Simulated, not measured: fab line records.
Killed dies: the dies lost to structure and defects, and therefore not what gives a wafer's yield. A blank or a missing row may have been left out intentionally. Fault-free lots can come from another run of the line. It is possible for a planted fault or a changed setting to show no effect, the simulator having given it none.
Matching of chambers + flow gf180mcu + GF_POLY_GATE_ETCH_13 on rie si-02: 4 sister chambers
The step etches poly-Si in HBr/Cl2, stops on SiO2, target depth 198.5 nm, time 69.6 s. 8 wafers are shown with their chamber, then 9 later ones without.

## WAFERS WITH THEIR CHAMBER
| wafer  | chamber | drypump motor current A (A) | run length s (s) |
|--------|---------|-----------------------------|------------------|
| L691.5 | 1       | 5.2                         | 98.1             |
| L702.6 | 0       | 5.0                         | 97.8             |
| L703.1 | 2       | 6.8                         | 98.3             |
| L703.4 | 0       | 5.1                         | 98.0             |
| L703.5 | 3       | 6.2                         | 97.5             |
| L705.1 | 3       | 6.1                         | 98.2             |
| L705.3 | 1       | 5.2                         | 98.1             |
| L705.4 | 2       | 6.8                         | 97.8             |

## WAFERS WITH NO CHAMBER GIVEN
| wafer  | drypump motor current A (A) | run length s (s) |
|--------|-----------------------------|------------------|
| L709.1 | 6.1                         | 97.6             |
| L709.3 | 5.0                         | 97.7             |
| L709.4 | 5.2                         | 97.8             |
| L710.4 | 5.2                         | 98.4             |
| L710.5 | 6.1                         | 98.2             |
| L710.6 | 5.1                         | 98.3             |
| L711.1 | 5.2                         | 98.2             |
| L711.2 | 6.8                         | 97.8             |
| L711.6 | 5.3                         | 98.6             |

## WHICH CHAMBER EACH WENT THROUGH
| wafer  | from the rows above     | in truth |
|--------|-------------------------|----------|
| L709.1 | 3                       | 3        |
| L709.3 | 0                       | 0        |
| L709.4 | 1                       | 1        |
| L710.4 | 1                       | 1        |
| L710.5 | 3                       | 3        |
| L710.6 | can't be placed: 0 or 1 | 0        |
| L711.1 | 1                       | 1        |
| L711.2 | 2                       | 2        |
| L711.6 | 1                       | 1        |
Placed correctly: 8 of 9. Unplaceable from these rows: 1, with the true chamber sitting among the candidates in 1. 0 placed wrongly.
How it was worked out, from the rows above alone: a wafer's distance from a chamber is the root of the sum, over the readings, of the square of ((its reading less the chamber's mean) divided by the reading's scatter). The wafer belongs to the nearest chamber; if the next one is less than 2 further off, it can't be placed. A chamber's mean is the mean of its shown wafers. The scatter: take each reading less its chamber's mean, square it, sum over the shown wafers, divide by the number of wafers less the number of chambers, and take the root.
